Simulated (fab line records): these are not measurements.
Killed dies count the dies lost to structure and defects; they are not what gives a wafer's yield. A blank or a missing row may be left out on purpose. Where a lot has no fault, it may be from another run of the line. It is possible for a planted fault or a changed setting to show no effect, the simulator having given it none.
Which of the tools did it? :: flow sky130 :: 14 lots with 42 wafers sampled at 6 steps, on a route of 708 steps

## WHAT THE GAUGES READ, wafer by wafer
SKY_CAPM_RS_MEAS_03: measurement is done with a four-point probe.
lot: L477
measured: day 37 00:53
on: film_metro-01
CAPM_TIN_RS (ohm/sq): 6.91 7.07 7.07

lot: L481
measured: day 37 19:04
on: film_metro-03
CAPM_TIN_RS (ohm/sq): 6.84 6.95 6.85

lot: L482
measured: day 38 00:10
on: film_metro-03
CAPM_TIN_RS (ohm/sq): 6.84 7.09 6.89

lot: L484
measured: day 38 13:54
on: film_metro-03
CAPM_TIN_RS (ohm/sq): 6.94 6.88 7.00

lot: L485
measured: day 38 18:56
on: film_metro-01
CAPM_TIN_RS (ohm/sq): 6.84 6.87 7.03

lot: L486
measured: day 39 06:10
on: film_metro-01
CAPM_TIN_RS (ohm/sq): 7.04 6.83 7.01

lot: L487
measured: day 39 15:00
on: film_metro-01
CAPM_TIN_RS (ohm/sq): 6.99 6.91 7.03

lot: L488
measured: day 39 23:42
on: film_metro-01
CAPM_TIN_RS (ohm/sq): 6.85 10.65 6.90

lot: L489
measured: day 40 01:44
on: film_metro-01
CAPM_TIN_RS (ohm/sq): 6.97 7.03 6.99

lot: L492
measured: day 40 19:01
on: film_metro-01
CAPM_TIN_RS (ohm/sq): 10.51 6.91 7.08

lot: L493
measured: day 41 05:56
on: film_metro-01
CAPM_TIN_RS (ohm/sq): 7.00 6.95 6.94

lot: L497
measured: day 42 09:01
on: film_metro-02
CAPM_TIN_RS (ohm/sq): 6.98 7.08 7.11

lot: L498
measured: day 42 16:00
on: film_metro-01
CAPM_TIN_RS (ohm/sq): 7.02 6.96 6.92

lot: L500
measured: day 43 00:08
on: film_metro-02
CAPM_TIN_RS (ohm/sq): 6.99 7.10 7.07

SKY_CAPM_THK_MEAS_04: measures by xrf.
lot: L477
measured: day 37 00:59
on: film_metro-01
CAPM_TIN_THK (nm): 198.1 193.9 192.1

lot: L481
measured: day 37 19:11
on: film_metro-03
CAPM_TIN_THK (nm): 199.2 196.9 198.6

lot: L482
measured: day 38 00:16
on: film_metro-03
CAPM_TIN_THK (nm): 201.2 194.0 199.6

lot: L484
measured: day 38 14:01
on: film_metro-03
CAPM_TIN_THK (nm): 197.5 200.5 196.0

lot: L485
measured: day 38 19:03
on: film_metro-01
CAPM_TIN_THK (nm): 199.3 200.2 193.7

lot: L486
measured: day 39 06:17
on: film_metro-01
CAPM_TIN_THK (nm): 193.8 199.1 195.3

lot: L487
measured: day 39 15:05
on: film_metro-01
CAPM_TIN_THK (nm): 194.7 198.1 193.8

lot: L488
measured: day 39 23:49
on: film_metro-01
CAPM_TIN_THK (nm): 198.8 148.5 197.5

lot: L489
measured: day 40 01:52
on: film_metro-01
CAPM_TIN_THK (nm): 195.7 196.4 196.6

lot: L492
measured: day 40 19:07
on: film_metro-01
CAPM_TIN_THK (nm): 149.8 198.3 193.0

lot: L493
measured: day 41 06:03
on: film_metro-01
CAPM_TIN_THK (nm): 195.1 195.8 196.2

lot: L497
measured: day 42 09:07
on: film_metro-02
CAPM_TIN_THK (nm): 196.4 194.1 192.9

lot: L498
measured: day 42 16:07
on: film_metro-01
CAPM_TIN_THK (nm): 195.8 197.1 198.2

lot: L500
measured: day 43 00:16
on: film_metro-02
CAPM_TIN_THK (nm): 196.4 192.1 192.8

SKY_CAPM_OVL_MEAS_12.
lot: L477
measured: day 38 02:22
on: overlay-02
CAPM_OVL (nm): 1.2 1.8 1.0

lot: L481
measured: day 38 19:46
on: overlay-02
CAPM_OVL (nm): 2.6 3.1 1.7

lot: L482
measured: day 39 01:19
on: overlay-01
CAPM_OVL (nm): 1.9 1.1 1.3

lot: L484
measured: day 39 14:25
on: overlay-01
CAPM_OVL (nm): -1.2 -2.6 -1.4

lot: L485
measured: day 39 20:06
on: overlay-02
CAPM_OVL (nm): 2.1 1.0 0.9

lot: L486
measured: day 40 06:52
on: overlay-02
CAPM_OVL (nm): -0.1 -0.3 0.5

lot: L487
measured: day 40 15:23
on: overlay-02
CAPM_OVL (nm): 5.1 3.5 3.4

lot: L488
measured: day 40 23:46
on: overlay-02
CAPM_OVL (nm): -0.3 1.7 1.8

lot: L489
measured: day 41 01:49
on: overlay-02
CAPM_OVL (nm): -1.0 -1.5 1.3

lot: L492
measured: day 41 18:43
on: overlay-02
CAPM_OVL (nm): 1.1 1.0 1.6

lot: L493
measured: day 42 05:49
on: overlay-02
CAPM_OVL (nm): 0.3 1.2 2.3

lot: L497
measured: day 43 08:04
on: overlay-01
CAPM_OVL (nm): 2.9 1.6 1.6

lot: L498
measured: day 43 14:46
on: overlay-02
CAPM_OVL (nm): 1.9 1.6 1.7

lot: L500
measured: day 43 23:01
on: overlay-01
CAPM_OVL (nm): 1.3 1.5 1.4

## EACH LOT AND THE TOOL THAT RAN IT (in order: tool; ch and the chambers of the sampled wafers; start)
lot: L477
SKY_VIA2_SPUTTER_20: pvd_sputter-02, day 36 23:49
SKY_METAL3_SPUTTER_03: pvd_sputter-03, day 37 00:35
SKY_CAPM_SPUTTER_02: pvd_sputter-01, day 37 00:44

lot: L481
SKY_VIA2_SPUTTER_20: pvd_sputter-03, day 37 18:02
SKY_METAL3_SPUTTER_03: pvd_sputter-03, day 37 18:47
SKY_CAPM_SPUTTER_02: pvd_sputter-01, day 37 18:56

lot: L482
SKY_VIA2_SPUTTER_20: pvd_sputter-01, day 37 23:07
SKY_METAL3_SPUTTER_03: pvd_sputter-03, day 37 23:52
SKY_CAPM_SPUTTER_02: pvd_sputter-01, day 38 00:01

lot: L484
SKY_VIA2_SPUTTER_20: pvd_sputter-03, day 38 12:52
SKY_METAL3_SPUTTER_03: pvd_sputter-04, day 38 13:37
SKY_CAPM_SPUTTER_02: pvd_sputter-02, day 38 13:46

lot: L485
SKY_VIA2_SPUTTER_20: pvd_sputter-03, day 38 17:55
SKY_METAL3_SPUTTER_03: pvd_sputter-04, day 38 18:40
SKY_CAPM_SPUTTER_02: pvd_sputter-01, day 38 18:49

lot: L486
SKY_VIA2_SPUTTER_20: pvd_sputter-01, day 39 05:08
SKY_METAL3_SPUTTER_03: pvd_sputter-02, day 39 05:54
SKY_CAPM_SPUTTER_02: pvd_sputter-01, day 39 06:03

lot: L487
SKY_VIA2_SPUTTER_20: pvd_sputter-03, day 39 13:49
SKY_METAL3_SPUTTER_03: pvd_sputter-02, day 39 14:41
SKY_CAPM_SPUTTER_02: pvd_sputter-04, day 39 14:50

lot: L488
SKY_VIA2_SPUTTER_20: pvd_sputter-01, day 39 22:41
SKY_METAL3_SPUTTER_03: pvd_sputter-03, day 39 23:26
SKY_CAPM_SPUTTER_02: pvd_sputter-01, day 39 23:35

lot: L489
SKY_VIA2_SPUTTER_20: pvd_sputter-02, day 40 00:43
SKY_METAL3_SPUTTER_03: pvd_sputter-02, day 40 01:28
SKY_CAPM_SPUTTER_02: pvd_sputter-04, day 40 01:38

lot: L492
SKY_VIA2_SPUTTER_20: pvd_sputter-02, day 40 17:58
SKY_METAL3_SPUTTER_03: pvd_sputter-03, day 40 18:43
SKY_CAPM_SPUTTER_02: pvd_sputter-01, day 40 18:53

lot: L493
SKY_VIA2_SPUTTER_20: pvd_sputter-01, day 41 04:55
SKY_METAL3_SPUTTER_03: pvd_sputter-03, day 41 05:40
SKY_CAPM_SPUTTER_02: pvd_sputter-02, day 41 05:49

lot: L497
SKY_VIA2_SPUTTER_20: pvd_sputter-03, day 42 07:58
SKY_METAL3_SPUTTER_03: pvd_sputter-02, day 42 08:43
SKY_CAPM_SPUTTER_02: pvd_sputter-04, day 42 08:53

lot: L498
SKY_VIA2_SPUTTER_20: pvd_sputter-01, day 42 14:58
SKY_METAL3_SPUTTER_03: pvd_sputter-04, day 42 15:43
SKY_CAPM_SPUTTER_02: pvd_sputter-02, day 42 15:52

lot: L500
SKY_VIA2_SPUTTER_20: pvd_sputter-01, day 42 23:07
SKY_METAL3_SPUTTER_03: pvd_sputter-03, day 42 23:52
SKY_CAPM_SPUTTER_02: pvd_sputter-04, day 43 00:02
- SKY_VIA2_SPUTTER_20: material TiN, target thk 20 nm, time 80 s.
- SKY_METAL3_SPUTTER_03: material Ti, target thk 5 nm, time 3.3 s.
- SKY_CAPM_SPUTTER_02: material TiN, target thk 200 nm, time 166.7 s.

## WHAT THE TOOLS THEMSELVES READ (means of the sampled wafers that have a number; where no wafer has one, the mark that the record gives instead)
SKY_VIA2_SPUTTER_20.
lot: L477
tool: pvd_sputter-02
throttle_valve_pct (%): 31.1

lot: L481
tool: pvd_sputter-03
throttle_valve_pct (%): 29.8

lot: L482
tool: pvd_sputter-01
throttle_valve_pct (%): 30.5

lot: L484
tool: pvd_sputter-03
throttle_valve_pct (%): 28.9

lot: L485
tool: pvd_sputter-03
throttle_valve_pct (%): 28.8

lot: L486
tool: pvd_sputter-01
throttle_valve_pct (%): 30.6

lot: L487
tool: pvd_sputter-03
throttle_valve_pct (%): 30.9

lot: L488
tool: pvd_sputter-01
throttle_valve_pct (%): 30.4

lot: L489
tool: pvd_sputter-02
throttle_valve_pct (%): 29.5

lot: L492
tool: pvd_sputter-02
throttle_valve_pct (%): 30.0

lot: L493
tool: pvd_sputter-01
throttle_valve_pct (%): 30.2

lot: L497
tool: pvd_sputter-03
throttle_valve_pct (%): 29.9

lot: L498
tool: pvd_sputter-01
throttle_valve_pct (%): 29.8

lot: L500
tool: pvd_sputter-01
throttle_valve_pct (%): 29.7

SKY_METAL3_SPUTTER_03.
lot: L477
tool: pvd_sputter-03
throttle_valve_pct (%): 28.9

lot: L481
tool: pvd_sputter-03
throttle_valve_pct (%): 29.9

lot: L482
tool: pvd_sputter-03
throttle_valve_pct (%): 29.9

lot: L484
tool: pvd_sputter-04
throttle_valve_pct (%): 29.7

lot: L485
tool: pvd_sputter-04
throttle_valve_pct (%): 29.7

lot: L486
tool: pvd_sputter-02
throttle_valve_pct (%): 30.0

lot: L487
tool: pvd_sputter-02
throttle_valve_pct (%): 29.6

lot: L488
tool: pvd_sputter-03
throttle_valve_pct (%): 30.8

lot: L489
tool: pvd_sputter-02
throttle_valve_pct (%): 30.7

lot: L492
tool: pvd_sputter-03
throttle_valve_pct (%): 30.9

lot: L493
tool: pvd_sputter-03
throttle_valve_pct (%): 29.9

lot: L497
tool: pvd_sputter-02
throttle_valve_pct (%): 30.4

lot: L498
tool: pvd_sputter-04
throttle_valve_pct (%): 30.3

lot: L500
tool: pvd_sputter-03
throttle_valve_pct (%): 30.7

SKY_CAPM_SPUTTER_02.
lot: L477
tool: pvd_sputter-01
throttle_valve_pct (%): 29.5

lot: L481
tool: pvd_sputter-01
throttle_valve_pct (%): 29.4

lot: L482
tool: pvd_sputter-01
throttle_valve_pct (%): 30.5

lot: L484
tool: pvd_sputter-02
throttle_valve_pct (%): 30.5

lot: L485
tool: pvd_sputter-01
throttle_valve_pct (%): 31.1

lot: L486
tool: pvd_sputter-01
throttle_valve_pct (%): 30.1

lot: L487
tool: pvd_sputter-04
throttle_valve_pct (%): 29.9

lot: L488
tool: pvd_sputter-01
throttle_valve_pct (%): 30.1

lot: L489
tool: pvd_sputter-04
throttle_valve_pct (%): 29.6

lot: L492
tool: pvd_sputter-01
throttle_valve_pct (%): 29.4

lot: L493
tool: pvd_sputter-02
throttle_valve_pct (%): 30.3

lot: L497
tool: pvd_sputter-04
throttle_valve_pct (%): 30.1

lot: L498
tool: pvd_sputter-02
throttle_valve_pct (%): 30.3

lot: L500
tool: pvd_sputter-04
throttle_valve_pct (%): 30.4

## THE ANSWER, worked out from the rows above alone
Rule: the usual values come from the lots themselves. Put in order of their means at a reading, lots are off if they are a third of the lots or fewer, leave a main group of 4 or more, and stand apart from it by a gap of 3 or more times the standard deviation of the main group's means; of several such gaps the widest counts. A main group whose means are all the same, to the digits that the tables above print for the reading, isn't used. A lot without any number at a reading at which 4 lots or more have one is off too. The other lots that the step has rows for count as sound. First the gauges in route order, then the tools' own readings, where a lot's mean is used as printed above. At the first step where some lot is off, the reading lying furthest off is the one used; lots without a number count as furthest.
Off: L488, L492, seen at SKY_CAPM_RS_MEAS_03 (CAPM_TIN_RS). For the main group the mean is 6.97 ohm/sq and the standard deviation 0.051.
If a tool, at a process step before that reading, ran all the lots that are off and no sound lot after the first of them, it fits. Gauges at SKY_CAPM_RS_MEAS_03: tried the same way as those tools. One candidate fits, namely pvd_sputter-01 at SKY_CAPM_SPUTTER_02. Its last sound lot is L486 (day 39 06:03), its first lot that is off L488 (day 39 23:35): a fault that began between those two fits.

## WHAT THE SIMULATOR PUT IN
Site profile drift: pvd_sputter-01, from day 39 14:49 on, at SKY_CAPM_SPUTTER_02. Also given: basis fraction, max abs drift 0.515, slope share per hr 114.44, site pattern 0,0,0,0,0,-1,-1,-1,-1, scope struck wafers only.
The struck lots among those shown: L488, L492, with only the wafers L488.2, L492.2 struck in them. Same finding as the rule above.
